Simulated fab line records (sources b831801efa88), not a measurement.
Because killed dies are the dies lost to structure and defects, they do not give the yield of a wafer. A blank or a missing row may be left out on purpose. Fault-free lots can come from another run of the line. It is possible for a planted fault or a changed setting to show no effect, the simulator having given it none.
fab line records / flow sky130
record lots=14 wafers=42 last-day=50
route steps=708 shown SD_N@351
lots with no fault: from the same line, run without faults
start-h: hours from the record's opening day to when the first of the lot's shown wafers began / wait-h: time in hours since the lot's previous step / " as in the row above / L1.1+2: one row covering several wafers at once / - either no value or no given start / * or withheld: withheld / < > ~ a bound
route shown NAME@n: NAME is a module with steps in the file, n the number in the route of the first one / usual: mean/standard deviation taken from wafers without a fault / same: alike in all rows / chamber/n: place in a boat / sites: readings site by site / _std_site: how widely they spread, as a standard deviation / _edge_site: the outer-site mean with the inner-site mean subtracted / radius-mm: for every site, how far away it sits from the centre of the wafer / mask NAME#n: copy n / behind: the most recent tool/chamber to have shaped the wafer / hold: why the lot was held/for how many hours/how that ended / device: whichever transistor did not switch (one of n, p or np) / end of line: tests run on the same wafers once the route is complete / where a step has no rows: the recipe by itself / killed: dies lost to structure and defects at the first sort, not the wafer's yield / map: shows each die of a wafer: x if killed, . if not, _ if none is there
set.NAME: the setting that was run; set.NAME@STEP: the one run at that earlier step / model.NAME: the simulator's own value behind a step, which no gauge read
the route's steps for a sample of lots (tables are steps, rows are wafers)
services: when a tool's chamber went out of use (start-h, in hours from the record's first day, below 0 if earlier), for how many hours, and the reason
## steps
# step SKY_SD_N_IMPLANT_09
# recipe species=As energy-kev=50 dose-cm2=4e+15 tilt-deg=0
# usual beam-on-s=18.5/0.45 dose-ions-cm2=4e+15/4.7e+12 end-station-pressure-torr=1.3e-05/6.8e-07
lot.wafer=L354.1 tool=implanter-02 chamber=0 start-h=637.20 wait-h=0.0 beam-on-s=18.2 dose-ions-cm2=4.002e+15 end-station-pressure-torr=1.28e-05
lot.wafer=L354.4 tool=implanter-02 chamber=0 start-h=637.20 wait-h=0.0 beam-on-s=18.1 dose-ions-cm2=4.003e+15 end-station-pressure-torr=1.32e-05
lot.wafer=L354.6 tool=implanter-02 chamber=0 start-h=637.20 wait-h=0.0 beam-on-s=17.9 dose-ions-cm2=4e+15 end-station-pressure-torr=1.36e-05
lot.wafer=L356.2 tool=implanter-01 chamber=0 start-h=666.48 wait-h=0.0 beam-on-s=18.8 dose-ions-cm2=4.007e+15 end-station-pressure-torr=1.3e-05
lot.wafer=L356.5 tool=implanter-01 chamber=0 start-h=666.48 wait-h=0.0 beam-on-s=18.7 dose-ions-cm2=4.004e+15 end-station-pressure-torr=1.29e-05
lot.wafer=L356.6 tool=implanter-01 chamber=0 start-h=666.48 wait-h=0.0 beam-on-s=18.7 dose-ions-cm2=4.005e+15 end-station-pressure-torr=1.35e-05
lot.wafer=L359.2 tool=implanter-02 chamber=0 start-h=684.98 wait-h=0.0 beam-on-s=18.0 dose-ions-cm2=4.001e+15 end-station-pressure-torr=1.4e-05
lot.wafer=L359.3 tool=implanter-02 chamber=0 start-h=684.98 wait-h=0.0 beam-on-s=17.9 dose-ions-cm2=4.005e+15 end-station-pressure-torr=1.25e-05
lot.wafer=L359.4 tool=implanter-02 chamber=0 start-h=684.98 wait-h=0.0 beam-on-s=18.4 dose-ions-cm2=4.004e+15 end-station-pressure-torr=1.27e-05
lot.wafer=L362.2 tool=implanter-03 chamber=0 start-h=709.57 wait-h=0.0 beam-on-s=18.2 dose-ions-cm2=4.002e+15 end-station-pressure-torr=1.14e-05
lot.wafer=L362.4 tool=implanter-03 chamber=0 start-h=709.57 wait-h=0.0 beam-on-s=18.4 dose-ions-cm2=4e+15 end-station-pressure-torr=1.41e-05
lot.wafer=L362.6 tool=implanter-03 chamber=0 start-h=709.57 wait-h=0.0 beam-on-s=18.2 dose-ions-cm2=3.998e+15 end-station-pressure-torr=1.25e-05
lot.wafer=L363.3 tool=implanter-01 chamber=0 start-h=720.54 wait-h=0.1 beam-on-s=31.1 dose-ions-cm2=6.617e+15 end-station-pressure-torr=1.12e-05
lot.wafer=L363.5 tool=implanter-01 chamber=0 start-h=720.54 wait-h=0.1 beam-on-s=30.8 dose-ions-cm2=6.624e+15 end-station-pressure-torr=1.12e-05
lot.wafer=L363.6 tool=implanter-01 chamber=0 start-h=720.54 wait-h=0.1 beam-on-s=30.5 dose-ions-cm2=6.616e+15 end-station-pressure-torr=1.1e-05
lot.wafer=L364.1 tool=implanter-02 chamber=0 start-h=729.55 wait-h=0.0 beam-on-s=18.6 dose-ions-cm2=3.998e+15 end-station-pressure-torr=1.3e-05
lot.wafer=L364.2 tool=implanter-02 chamber=0 start-h=729.55 wait-h=0.0 beam-on-s=18.2 dose-ions-cm2=4.001e+15 end-station-pressure-torr=1.35e-05
lot.wafer=L364.5 tool=implanter-02 chamber=0 start-h=729.55 wait-h=0.0 beam-on-s=17.5 dose-ions-cm2=4e+15 end-station-pressure-torr=1.4e-05
lot.wafer=L365.1 tool=implanter-01 chamber=0 start-h=738.36 wait-h=0.0 beam-on-s=31.3 dose-ions-cm2=6.626e+15 end-station-pressure-torr=1.13e-05
lot.wafer=L365.3 tool=implanter-01 chamber=0 start-h=738.36 wait-h=0.0 beam-on-s=31.4 dose-ions-cm2=6.616e+15 end-station-pressure-torr=1.18e-05
lot.wafer=L365.6 tool=implanter-01 chamber=0 start-h=738.36 wait-h=0.0 beam-on-s=30.4 dose-ions-cm2=6.617e+15 end-station-pressure-torr=1.05e-05
lot.wafer=L368.2 tool=implanter-03 chamber=0 start-h=760.07 wait-h=0.0 beam-on-s=18.3 dose-ions-cm2=3.993e+15 end-station-pressure-torr=1.31e-05
lot.wafer=L368.3 tool=implanter-03 chamber=0 start-h=760.07 wait-h=0.0 beam-on-s=17.8 dose-ions-cm2=3.998e+15 end-station-pressure-torr=1.15e-05
lot.wafer=L368.4 tool=implanter-03 chamber=0 start-h=760.07 wait-h=0.0 beam-on-s=18.1 dose-ions-cm2=3.996e+15 end-station-pressure-torr=1.38e-05
lot.wafer=L369.2 tool=implanter-03 chamber=0 start-h=762.88 wait-h=0.0 beam-on-s=18.2 dose-ions-cm2=3.99e+15 end-station-pressure-torr=1.35e-05
lot.wafer=L369.3 tool=implanter-03 chamber=0 start-h=762.88 wait-h=0.0 beam-on-s=18.2 dose-ions-cm2=4.001e+15 end-station-pressure-torr=1.26e-05
lot.wafer=L369.6 tool=implanter-03 chamber=0 start-h=762.88 wait-h=0.0 beam-on-s=18.5 dose-ions-cm2=3.995e+15 end-station-pressure-torr=1.22e-05
lot.wafer=L371.1 tool=implanter-02 chamber=0 start-h=780.80 wait-h=0.0 beam-on-s=18.3 dose-ions-cm2=4.013e+15 end-station-pressure-torr=1.25e-05
lot.wafer=L371.3 tool=implanter-02 chamber=0 start-h=780.80 wait-h=0.0 beam-on-s=18.2 dose-ions-cm2=4.011e+15 end-station-pressure-torr=1.39e-05
lot.wafer=L371.6 tool=implanter-02 chamber=0 start-h=780.80 wait-h=0.0 beam-on-s=18.1 dose-ions-cm2=4.003e+15 end-station-pressure-torr=1.43e-05
lot.wafer=L373.1 tool=implanter-02 chamber=0 start-h=795.20 wait-h=0.0 beam-on-s=18.2 dose-ions-cm2=3.995e+15 end-station-pressure-torr=1.3e-05
lot.wafer=L373.2 tool=implanter-02 chamber=0 start-h=795.20 wait-h=0.0 beam-on-s=18.5 dose-ions-cm2=3.997e+15 end-station-pressure-torr=1.22e-05
lot.wafer=L373.5 tool=implanter-02 chamber=0 start-h=795.20 wait-h=0.0 beam-on-s=17.6 dose-ions-cm2=3.993e+15 end-station-pressure-torr=1.36e-05
lot.wafer=L375.1 tool=implanter-01 chamber=0 start-h=814.64 wait-h=0.0 beam-on-s=19.1 dose-ions-cm2=4.002e+15 end-station-pressure-torr=1.33e-05
lot.wafer=L375.3 tool=implanter-01 chamber=0 start-h=814.64 wait-h=0.0 beam-on-s=19.5 dose-ions-cm2=4.006e+15 end-station-pressure-torr=1.34e-05
lot.wafer=L375.6 tool=implanter-01 chamber=0 start-h=814.64 wait-h=0.0 beam-on-s=19.1 dose-ions-cm2=4e+15 end-station-pressure-torr=1.31e-05
lot.wafer=L376.1 tool=implanter-03 chamber=0 start-h=826.65 wait-h=0.0 beam-on-s=18.4 dose-ions-cm2=4.002e+15 end-station-pressure-torr=1.27e-05
lot.wafer=L376.2 tool=implanter-03 chamber=0 start-h=826.65 wait-h=0.0 beam-on-s=18.8 dose-ions-cm2=3.996e+15 end-station-pressure-torr=1.31e-05
lot.wafer=L376.4 tool=implanter-03 chamber=0 start-h=826.65 wait-h=0.0 beam-on-s=18.0 dose-ions-cm2=3.996e+15 end-station-pressure-torr=1.38e-05
lot.wafer=L377.1 tool=implanter-03 chamber=0 start-h=840.80 wait-h=0.0 beam-on-s=18.6 dose-ions-cm2=4.007e+15 end-station-pressure-torr=1.28e-05
lot.wafer=L377.2 tool=implanter-03 chamber=0 start-h=840.80 wait-h=0.0 beam-on-s=18.4 dose-ions-cm2=4.005e+15 end-station-pressure-torr=1.31e-05
lot.wafer=L377.4 tool=implanter-03 chamber=0 start-h=840.80 wait-h=0.0 beam-on-s=18.0 dose-ions-cm2=4.001e+15 end-station-pressure-torr=1.36e-05
# step SKY_SD_N_STRIP_11
# recipe chemistry=O2/N2 power-w=1400 pressure-mtorr=1500 platen-temp-c=withheld o2-flow-sccm=3000 n2-flow-sccm=300 overash-fraction=0.5
# usual drypump-motor-current-A=6.0/0.53 oes-product-au=0.527/0.0044 strip-time-to-endpoint-s=22.55/0.05
lot.wafer=L354.1 tool=plasma-asher-03 chamber=0 start-h=637.50 wait-h=0.1 drypump-motor-current-A=6.3 oes-product-au=0.527 rf-hours-counter-h=92 strip-time-to-endpoint-s=22.56
lot.wafer=L354.4 tool=plasma-asher-03 chamber=0 start-h=637.50 wait-h=0.1 drypump-motor-current-A=6.3 oes-product-au=0.532 rf-hours-counter-h=- strip-time-to-endpoint-s=22.58
lot.wafer=L354.6 tool=plasma-asher-03 chamber=0 start-h=637.50 wait-h=0.1 drypump-motor-current-A=6.3 oes-product-au=0.535 rf-hours-counter-h=- strip-time-to-endpoint-s=22.55
lot.wafer=L356.2 tool=plasma-asher-04 chamber=0 start-h=666.75 wait-h=0.1 drypump-motor-current-A=6.7 oes-product-au=0.526 rf-hours-counter-h=85 strip-time-to-endpoint-s=22.50
lot.wafer=L356.5 tool=plasma-asher-04 chamber=0 start-h=666.75 wait-h=0.1 drypump-motor-current-A=6.6 oes-product-au=0.533 rf-hours-counter-h=- strip-time-to-endpoint-s=22.53
lot.wafer=L356.6 tool=plasma-asher-04 chamber=1 start-h=666.75 wait-h=0.1 drypump-motor-current-A=5.8 oes-product-au=0.525 rf-hours-counter-h=- strip-time-to-endpoint-s=22.54
lot.wafer=L359.2 tool=plasma-asher-03 chamber=1 start-h=685.25 wait-h=0.1 drypump-motor-current-A=5.7 oes-product-au=0.526 rf-hours-counter-h=96 strip-time-to-endpoint-s=22.66
lot.wafer=L359.3 tool=plasma-asher-03 chamber=1 start-h=685.25 wait-h=0.1 drypump-motor-current-A=5.7 oes-product-au=0.531 rf-hours-counter-h=- strip-time-to-endpoint-s=22.58
lot.wafer=L359.4 tool=plasma-asher-03 chamber=0 start-h=685.25 wait-h=0.1 drypump-motor-current-A=6.3 oes-product-au=0.527 rf-hours-counter-h=- strip-time-to-endpoint-s=22.66
lot.wafer=L362.2 tool=plasma-asher-04 chamber=1 start-h=709.84 wait-h=0.1 drypump-motor-current-A=5.8 oes-product-au=0.522 rf-hours-counter-h=89 strip-time-to-endpoint-s=22.61
lot.wafer=L362.4 tool=plasma-asher-04 chamber=1 start-h=709.84 wait-h=0.1 drypump-motor-current-A=5.8 oes-product-au=0.530 rf-hours-counter-h=- strip-time-to-endpoint-s=22.59
lot.wafer=L362.6 tool=plasma-asher-04 chamber=0 start-h=709.84 wait-h=0.1 drypump-motor-current-A=6.7 oes-product-au=0.521 rf-hours-counter-h=- strip-time-to-endpoint-s=22.60
lot.wafer=L363.3 tool=plasma-asher-03 chamber=1 start-h=720.83 wait-h=0.1 drypump-motor-current-A=5.7 oes-product-au=0.507 rf-hours-counter-h=- strip-time-to-endpoint-s=23.58
lot.wafer=L363.5 tool=plasma-asher-03 chamber=1 start-h=720.83 wait-h=0.1 drypump-motor-current-A=5.7 oes-product-au=0.505 rf-hours-counter-h=- strip-time-to-endpoint-s=23.57
lot.wafer=L363.6 tool=plasma-asher-03 chamber=0 start-h=720.83 wait-h=0.1 drypump-motor-current-A=6.4 oes-product-au=0.512 rf-hours-counter-h=- strip-time-to-endpoint-s=23.61
lot.wafer=L364.1 tool=plasma-asher-03 chamber=1 start-h=729.85 wait-h=0.1 drypump-motor-current-A=5.7 oes-product-au=0.527 rf-hours-counter-h=100 strip-time-to-endpoint-s=22.55
lot.wafer=L364.2 tool=plasma-asher-03 chamber=0 start-h=729.85 wait-h=0.1 drypump-motor-current-A=6.3 oes-product-au=0.536 rf-hours-counter-h=100 strip-time-to-endpoint-s=22.54
lot.wafer=L364.5 tool=plasma-asher-03 chamber=0 start-h=729.85 wait-h=0.1 drypump-motor-current-A=6.3 oes-product-au=0.523 rf-hours-counter-h=- strip-time-to-endpoint-s=22.52
lot.wafer=L365.1 tool=plasma-asher-04 chamber=0 start-h=738.66 wait-h=0.1 drypump-motor-current-A=6.6 oes-product-au=0.516 rf-hours-counter-h=93 strip-time-to-endpoint-s=23.69
lot.wafer=L365.3 tool=plasma-asher-04 chamber=0 start-h=738.66 wait-h=0.1 drypump-motor-current-A=6.6 oes-product-au=0.513 rf-hours-counter-h=- strip-time-to-endpoint-s=23.66
lot.wafer=L365.6 tool=plasma-asher-04 chamber=0 start-h=738.66 wait-h=0.1 drypump-motor-current-A=6.6 oes-product-au=0.511 rf-hours-counter-h=- strip-time-to-endpoint-s=23.68
lot.wafer=L368.2 tool=plasma-asher-04 chamber=1 start-h=760.34 wait-h=0.1 drypump-motor-current-A=5.8 oes-product-au=0.534 rf-hours-counter-h=96 strip-time-to-endpoint-s=22.57
lot.wafer=L368.3 tool=plasma-asher-04 chamber=1 start-h=760.34 wait-h=0.1 drypump-motor-current-A=5.8 oes-product-au=0.535 rf-hours-counter-h=- strip-time-to-endpoint-s=22.56
lot.wafer=L368.4 tool=plasma-asher-04 chamber=0 start-h=760.34 wait-h=0.1 drypump-motor-current-A=6.6 oes-product-au=0.521 rf-hours-counter-h=- strip-time-to-endpoint-s=22.52
lot.wafer=L369.2 tool=plasma-asher-01 chamber=0 start-h=763.15 wait-h=0.1 drypump-motor-current-A=4.9 oes-product-au=0.520 rf-hours-counter-h=32 strip-time-to-endpoint-s=22.42
lot.wafer=L369.3 tool=plasma-asher-01 chamber=1 start-h=763.15 wait-h=0.1 drypump-motor-current-A=6.3 oes-product-au=0.525 rf-hours-counter-h=- strip-time-to-endpoint-s=22.40
lot.wafer=L369.6 tool=plasma-asher-01 chamber=1 start-h=763.15 wait-h=0.1 drypump-motor-current-A=6.3 oes-product-au=0.522 rf-hours-counter-h=- strip-time-to-endpoint-s=22.44
lot.wafer=L371.1 tool=plasma-asher-01 chamber=0 start-h=781.10 wait-h=0.1 drypump-motor-current-A=4.9 oes-product-au=0.529 rf-hours-counter-h=33 strip-time-to-endpoint-s=22.58
lot.wafer=L371.3 tool=plasma-asher-01 chamber=1 start-h=781.10 wait-h=0.1 drypump-motor-current-A=6.3 oes-product-au=0.520 rf-hours-counter-h=- strip-time-to-endpoint-s=22.58
lot.wafer=L371.6 tool=plasma-asher-01 chamber=1 start-h=781.10 wait-h=0.1 drypump-motor-current-A=6.3 oes-product-au=0.531 rf-hours-counter-h=- strip-time-to-endpoint-s=22.51
lot.wafer=L373.1 tool=plasma-asher-03 chamber=1 start-h=795.50 wait-h=0.1 drypump-motor-current-A=5.7 oes-product-au=0.532 rf-hours-counter-h=6 strip-time-to-endpoint-s=22.51
lot.wafer=L373.2 tool=plasma-asher-03 chamber=0 start-h=795.50 wait-h=0.1 drypump-motor-current-A=6.3 oes-product-au=0.524 rf-hours-counter-h=6 strip-time-to-endpoint-s=22.53
lot.wafer=L373.5 tool=plasma-asher-03 chamber=1 start-h=795.50 wait-h=0.1 drypump-motor-current-A=5.7 oes-product-au=0.529 rf-hours-counter-h=- strip-time-to-endpoint-s=22.55
lot.wafer=L375.1 tool=plasma-asher-04 chamber=1 start-h=818.68 wait-h=0.1 drypump-motor-current-A=5.8 oes-product-au=0.529 rf-hours-counter-h=101 strip-time-to-endpoint-s=22.61
lot.wafer=L375.3 tool=plasma-asher-04 chamber=1 start-h=818.68 wait-h=0.1 drypump-motor-current-A=5.8 oes-product-au=0.533 rf-hours-counter-h=- strip-time-to-endpoint-s=22.63
lot.wafer=L375.6 tool=plasma-asher-04 chamber=1 start-h=818.68 wait-h=0.1 drypump-motor-current-A=5.8 oes-product-au=0.522 rf-hours-counter-h=- strip-time-to-endpoint-s=22.59
lot.wafer=L376.1 tool=plasma-asher-03 chamber=0 start-h=826.95 wait-h=0.1 drypump-motor-current-A=6.3 oes-product-au=0.538 rf-hours-counter-h=9 strip-time-to-endpoint-s=22.56
lot.wafer=L376.2 tool=plasma-asher-03 chamber=1 start-h=826.95 wait-h=0.1 drypump-motor-current-A=5.7 oes-product-au=0.522 rf-hours-counter-h=9 strip-time-to-endpoint-s=22.57
lot.wafer=L376.4 tool=plasma-asher-03 chamber=1 start-h=826.95 wait-h=0.1 drypump-motor-current-A=5.7 oes-product-au=0.524 rf-hours-counter-h=- strip-time-to-endpoint-s=22.54
lot.wafer=L377.1 tool=plasma-asher-04 chamber=0 start-h=841.10 wait-h=0.1 drypump-motor-current-A=6.6 oes-product-au=0.519 rf-hours-counter-h=103 strip-time-to-endpoint-s=22.53
lot.wafer=L377.2 tool=plasma-asher-04 chamber=1 start-h=841.10 wait-h=0.1 drypump-motor-current-A=5.7 oes-product-au=0.528 rf-hours-counter-h=103 strip-time-to-endpoint-s=22.55
lot.wafer=L377.4 tool=plasma-asher-04 chamber=1 start-h=841.10 wait-h=0.1 drypump-motor-current-A=5.8 oes-product-au=0.524 rf-hours-counter-h=- strip-time-to-endpoint-s=22.60
# step SKY_SD_N_RS_MEAS_16
# recipe thk-meas-gauge=four-point-probe
# usual SD_N_RS=68.58/0.13
lot.wafer=L354.1 tool=film-metro-04 chamber=- start-h=637.93 wait-h=0.1 SD_N_RS[ohm/sq]=68.73
lot.wafer=L354.4 tool=film-metro-04 chamber=- start-h=637.93 wait-h=0.1 SD_N_RS[ohm/sq]=68.59
lot.wafer=L354.6 tool=film-metro-04 chamber=- start-h=637.93 wait-h=0.1 SD_N_RS[ohm/sq]=68.63
lot.wafer=L356.2 tool=film-metro-01 chamber=- start-h=667.15 wait-h=0.1 SD_N_RS[ohm/sq]=68.67
lot.wafer=L356.5 tool=film-metro-01 chamber=- start-h=667.15 wait-h=0.1 SD_N_RS[ohm/sq]=68.59
lot.wafer=L356.6 tool=film-metro-01 chamber=- start-h=667.15 wait-h=0.1 SD_N_RS[ohm/sq]=68.58
lot.wafer=L359.2 tool=film-metro-04 chamber=- start-h=685.66 wait-h=0.1 SD_N_RS[ohm/sq]=68.83
lot.wafer=L359.3 tool=film-metro-04 chamber=- start-h=685.66 wait-h=0.1 SD_N_RS[ohm/sq]=68.72
lot.wafer=L359.4 tool=film-metro-04 chamber=- start-h=685.66 wait-h=0.1 SD_N_RS[ohm/sq]=68.58
lot.wafer=L362.2 tool=film-metro-01 chamber=- start-h=710.25 wait-h=0.1 SD_N_RS[ohm/sq]=68.60
lot.wafer=L362.4 tool=film-metro-01 chamber=- start-h=710.25 wait-h=0.1 SD_N_RS[ohm/sq]=68.72
lot.wafer=L362.6 tool=film-metro-01 chamber=- start-h=710.25 wait-h=0.1 SD_N_RS[ohm/sq]=68.57
lot.wafer=L363.3 tool=film-metro-01 chamber=- start-h=721.27 wait-h=0.1 SD_N_RS[ohm/sq]=64.87
lot.wafer=L363.5 tool=film-metro-01 chamber=- start-h=721.27 wait-h=0.1 SD_N_RS[ohm/sq]=64.94
lot.wafer=L363.6 tool=film-metro-01 chamber=- start-h=721.27 wait-h=0.1 SD_N_RS[ohm/sq]=64.81
lot.wafer=L364.1 tool=film-metro-03 chamber=- start-h=730.24 wait-h=0.1 SD_N_RS[ohm/sq]=68.53
lot.wafer=L364.2 tool=film-metro-03 chamber=- start-h=730.24 wait-h=0.1 SD_N_RS[ohm/sq]=68.49
lot.wafer=L364.5 tool=film-metro-03 chamber=- start-h=730.24 wait-h=0.1 SD_N_RS[ohm/sq]=68.61
lot.wafer=L365.1 tool=film-metro-01 chamber=- start-h=739.05 wait-h=0.1 SD_N_RS[ohm/sq]=64.87
lot.wafer=L365.3 tool=film-metro-01 chamber=- start-h=739.05 wait-h=0.1 SD_N_RS[ohm/sq]=64.87
lot.wafer=L365.6 tool=film-metro-01 chamber=- start-h=739.05 wait-h=0.1 SD_N_RS[ohm/sq]=64.81
lot.wafer=L368.2 tool=film-metro-03 chamber=- start-h=760.75 wait-h=0.1 SD_N_RS[ohm/sq]=68.57
lot.wafer=L368.3 tool=film-metro-03 chamber=- start-h=760.75 wait-h=0.1 SD_N_RS[ohm/sq]=68.78
lot.wafer=L368.4 tool=film-metro-03 chamber=- start-h=760.75 wait-h=0.1 SD_N_RS[ohm/sq]=68.62
lot.wafer=L369.2 tool=film-metro-03 chamber=- start-h=763.56 wait-h=0.1 SD_N_RS[ohm/sq]=68.56
lot.wafer=L369.3 tool=film-metro-03 chamber=- start-h=763.56 wait-h=0.1 SD_N_RS[ohm/sq]=68.80
lot.wafer=L369.6 tool=film-metro-03 chamber=- start-h=763.56 wait-h=0.1 SD_N_RS[ohm/sq]=68.68
lot.wafer=L371.1 tool=film-metro-04 chamber=- start-h=781.50 wait-h=0.1 SD_N_RS[ohm/sq]=68.40
lot.wafer=L371.3 tool=film-metro-04 chamber=- start-h=781.50 wait-h=0.1 SD_N_RS[ohm/sq]=68.22
lot.wafer=L371.6 tool=film-metro-04 chamber=- start-h=781.50 wait-h=0.1 SD_N_RS[ohm/sq]=68.42
lot.wafer=L373.1 tool=film-metro-04 chamber=- start-h=795.89 wait-h=0.1 SD_N_RS[ohm/sq]=68.40
lot.wafer=L373.2 tool=film-metro-04 chamber=- start-h=795.89 wait-h=0.1 SD_N_RS[ohm/sq]=68.48
lot.wafer=L373.5 tool=film-metro-04 chamber=- start-h=795.89 wait-h=0.1 SD_N_RS[ohm/sq]=68.33
lot.wafer=L375.1 tool=film-metro-04 chamber=- start-h=819.12 wait-h=0.1 SD_N_RS[ohm/sq]=68.54
lot.wafer=L375.3 tool=film-metro-04 chamber=- start-h=819.12 wait-h=0.1 SD_N_RS[ohm/sq]=68.65
lot.wafer=L375.6 tool=film-metro-04 chamber=- start-h=819.12 wait-h=0.1 SD_N_RS[ohm/sq]=68.73
lot.wafer=L376.1 tool=film-metro-01 chamber=- start-h=827.38 wait-h=0.1 SD_N_RS[ohm/sq]=68.80
lot.wafer=L376.2 tool=film-metro-01 chamber=- start-h=827.38 wait-h=0.1 SD_N_RS[ohm/sq]=68.69
lot.wafer=L376.4 tool=film-metro-01 chamber=- start-h=827.38 wait-h=0.1 SD_N_RS[ohm/sq]=68.68
lot.wafer=L377.1 tool=film-metro-04 chamber=- start-h=841.48 wait-h=0.1 SD_N_RS[ohm/sq]=68.46
lot.wafer=L377.2 tool=film-metro-04 chamber=- start-h=841.48 wait-h=0.1 SD_N_RS[ohm/sq]=68.53
lot.wafer=L377.4 tool=film-metro-04 chamber=- start-h=841.48 wait-h=0.1 SD_N_RS[ohm/sq]=68.52
## services
tool=implanter-01 chamber=- start-h=629.07 hours=2.2 kind=repair
tool=plasma-asher-03 chamber=- start-h=639.00 hours=1.9 kind=repair
tool=implanter-02 chamber=- start-h=652.36 hours=4.9 kind=pm
tool=implanter-02 chamber=- start-h=696.39 hours=1.7 kind=repair
tool=implanter-01 chamber=- start-h=710.63 hours=1.6 kind=repair
tool=plasma-asher-01 chamber=- start-h=733.22 hours=24.3 kind=repair
tool=plasma-asher-03 chamber=- start-h=733.75 hours=9.0 kind=pm
tool=plasma-asher-03 chamber=0 start-h=733.75 hours=9.0 kind=vent-cycle
tool=plasma-asher-03 chamber=1 start-h=733.75 hours=9.0 kind=vent-cycle
tool=plasma-asher-03 chamber=0 start-h=742.75 hours=- kind=clean
tool=plasma-asher-03 chamber=1 start-h=742.75 hours=- kind=clean
tool=implanter-03 chamber=- start-h=769.84 hours=6.9 kind=repair
tool=implanter-02 chamber=- start-h=771.98 hours=1.1 kind=repair
tool=implanter-03 chamber=- start-h=788.59 hours=20.2 kind=repair
tool=plasma-asher-01 chamber=- start-h=803.99 hours=2.8 kind=pm
tool=plasma-asher-01 chamber=- start-h=807.48 hours=2.6 kind=repair
tool=implanter-01 chamber=- start-h=811.22 hours=3.1 kind=repair
tool=implanter-02 chamber=- start-h=819.09 hours=1.7 kind=repair
## key
first-sign step=SKY_SD_N_IMPLANT_09 reading=dose-ions-cm2 direction=up sigmas=99+ usual=* struck=*
effect step=SKY_SD_N_IMPLANT_09 reading=beam-on-s direction=up sigmas=28 usual=18.5 struck=30.9
effect step=SKY_SD_N_STRIP_11 reading=strip-time-to-endpoint-s direction=up sigmas=22 usual=* struck=*
effect step=SKY_SD_N_RS_MEAS_16 reading=SD_N_RS direction=down sigmas=28 usual=68.58 struck=64.86
met-at SKY_SD_N_IMPLANT_09
struck-lots L363,L365
tester-left-out L363,L365
onset-between 666.48 720.54
fault kind=process-parameter-drift tool=implanter-01 chamber=- onset-h=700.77 steps=SKY_SD_N_IMPLANT_09 channel=dose-cm2 offset=* shape=step end-h=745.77 acts-in=* stated=*
# tester-left-out: of these lots the tester's yield and bins aren't shown, on N5 and GAA mostly nor the transistor test; their killed dies are dies lost to structure and defects alone, not to doping, threshold or leakage, so they don't give the yield
